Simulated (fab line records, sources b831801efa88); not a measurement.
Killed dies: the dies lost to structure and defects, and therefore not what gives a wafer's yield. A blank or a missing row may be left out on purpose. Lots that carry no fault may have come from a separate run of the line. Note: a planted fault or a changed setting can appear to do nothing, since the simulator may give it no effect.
The tool behind it: which one? -- flow sky130 -- 14 lots with 42 wafers sampled at 4 steps, on a route of 708 steps

WHAT THE GAUGES READ, wafer by wafer
SKY_LDD_P_CD_MEAS_07: target cd 380 nm.
lot,measured,on,cd_nm (nm)
L474,day 19 17:54,cd_sem-02,378.9 379.5 378.1
L476,day 20 20:38,cd_sem-01,381.3 380.6 380.2
L477,day 20 21:31,cd_sem-01,381.1 382.8 379.6
L478,day 21 12:28,cd_sem-02,379.0 379.2 378.8
L480,day 22 08:50,cd_sem-01,382.2 382.8 379.5
L485,day 23 22:04,cd_sem-01,382.0 382.1 381.8
L484,day 24 02:29,cd_sem-01,379.5 378.4 377.6
L487,day 24 18:50,cd_sem-02,380.4 384.2 382.3
L491,day 26 02:23,cd_sem-01,383.3 382.4 382.2
L492,day 26 07:47,cd_sem-02,379.1 380.1 382.6
L494,day 27 05:53,cd_sem-01,378.1 380.9 379.4
L493,day 27 07:20,cd_sem-02,379.6 380.6 380.8
L495,day 27 07:58,cd_sem-01,380.9 382.0 382.9
L496,day 27 14:20,cd_sem-01,380.0 381.8 382.2

SKY_LDD_HVN_TW_MEAS_10.
lot,measured,on,LDD_HVN_TW
L474,day 21 01:40,film_metro-03,1430 1419 1431
L476,day 22 04:43,film_metro-03,1418 1428 1426
L477,day 22 05:25,film_metro-03,1430 1429 1426
L478,day 22 20:14,film_metro-04,1411 1403 1409
L480,day 23 16:43,film_metro-04,1417 1412 1414
L485,day 25 05:46,film_metro-03,1419 1420 1425
L484,day 25 09:31,film_metro-03,1425 1419 1425
L487,day 26 02:00,film_metro-02,1425 1430 1423
L491,day 27 07:52,film_metro-03,1419 1421 1427
L492,day 27 11:59,film_metro-03,1422 1417 1414
L494,day 28 10:43,film_metro-04,1403 1408 1408
L493,day 28 12:27,film_metro-04,1407 1407 1413
L495,day 28 12:35,film_metro-03,1424 1423 1417
L496,day 28 20:03,film_metro-03,1425 1426 1423

SKY_LDD_LDN_TW_MEAS_13.
lot,measured,on,LDD_LDN_TW
L474,day 23 15:55,film_metro-02,1475 1467 1480
L476,day 24 18:10,film_metro-04,1446 1450 1458
L477,day 24 19:43,film_metro-02,1462 1469 1472
L478,day 25 10:16,film_metro-02,1484 1472 1482
L480,day 26 05:57,film_metro-02,1474 1469 1474
L485,day 27 18:07,film_metro-04,1343 1339 1341
L484,day 27 20:25,film_metro-01,1371 1374 1376
L487,day 28 11:46,film_metro-01,1478 1481 1481
L491,day 29 16:33,film_metro-04,1466 1458 1473
L492,day 29 22:17,film_metro-02,1470 1472 1473
L494,day 30 20:20,film_metro-04,1467 1472 1467
L493,day 30 21:48,film_metro-04,1468 1469 1464
L495,day 30 21:50,film_metro-01,1496 1483 1499
L496,day 31 04:48,film_metro-04,1466 1464 1475

WHICH TOOL RAN EACH LOT (tool, then ch and the chambers of the sampled wafers, then the start)
lot,SKY_LDD_LDN_IMPLANT_10
L474,"implanter-04 ch 0, day 23 15:31"
L476,"implanter-03 ch 0, day 24 17:47"
L477,"implanter-04 ch 0, day 24 19:20"
L478,"implanter-01 ch 0, day 25 09:52"
L480,"implanter-04 ch 0, day 26 05:30"
L485,"implanter-01, day 27 17:43"
L484,"implanter-04, day 27 20:03"
L487,"implanter-01 ch 0, day 28 11:22"
L491,"implanter-04 ch 0, day 29 16:09"
L492,"implanter-01 ch 0, day 29 21:56"
L494,"implanter-03 ch 0, day 30 19:56"
L493,"implanter-03 ch 0, day 30 21:26"
L495,"implanter-01 ch 0, day 30 21:29"
L496,"implanter-04 ch 0, day 31 04:24"
- SKY_LDD_LDN_IMPLANT_10

WHAT THE TOOLS THEMSELVES READ (means of the sampled wafers that have a number; where no wafer has one, the mark that the record gives instead)
SKY_LDD_LDN_IMPLANT_10.
lot,tool,beam_energy_keV,beam_on_s (s)
L474,implanter-04,15.000,10.26
L476,implanter-03,15.005,10.08
L477,implanter-04,15.002,10.09
L478,implanter-01,15.002,9.90
L480,implanter-04,14.999,9.95
L485,implanter-01,-,-
L484,implanter-04,-,-
L487,implanter-01,15.001,10.08
L491,implanter-04,14.995,10.17
L492,implanter-01,15.001,10.05
L494,implanter-03,15.002,9.89
L493,implanter-03,15.000,9.87
L495,implanter-01,15.008,10.14
L496,implanter-04,14.998,9.95

THE ANSWER, worked out from the rows above alone
Rule: the usual values come from the lots themselves. Put in order of their means at a reading, lots are off if they are a third of the lots or fewer, leave a main group of 4 or more, and stand apart from it by a gap of 3 or more times the standard deviation of the main group's means; of several such gaps the widest counts. A main group whose means are all the same, to the digits that the tables above print for the reading, isn't used. A lot without any number at a reading at which 4 lots or more have one is off too. Any other lot the step has rows for is counted as sound. First the gauges in route order, then the tools' own readings, where a lot's mean is used as printed above. The first step at which some lot is off is used, and at that step the reading that is off furthest; a lot without a number counts as furthest.
Off: L485, L484, seen at SKY_LDD_LDN_TW_MEAS_13 (LDD_LDN_TW). For the main group the mean is 1472 and the standard deviation 9.5.
A tool fits if, at a process step before that reading, it ran every lot that is off, and no sound lot after the first of them. The gauges at SKY_LDD_LDN_TW_MEAS_13 aren't tried: what is off there is off at SKY_LDD_LDN_IMPLANT_10 too, on other tools, and a gauge's error can't cause that. Not one of the candidates tried fits.

WHAT HAD BEEN PUT IN BY THE SIMULATOR
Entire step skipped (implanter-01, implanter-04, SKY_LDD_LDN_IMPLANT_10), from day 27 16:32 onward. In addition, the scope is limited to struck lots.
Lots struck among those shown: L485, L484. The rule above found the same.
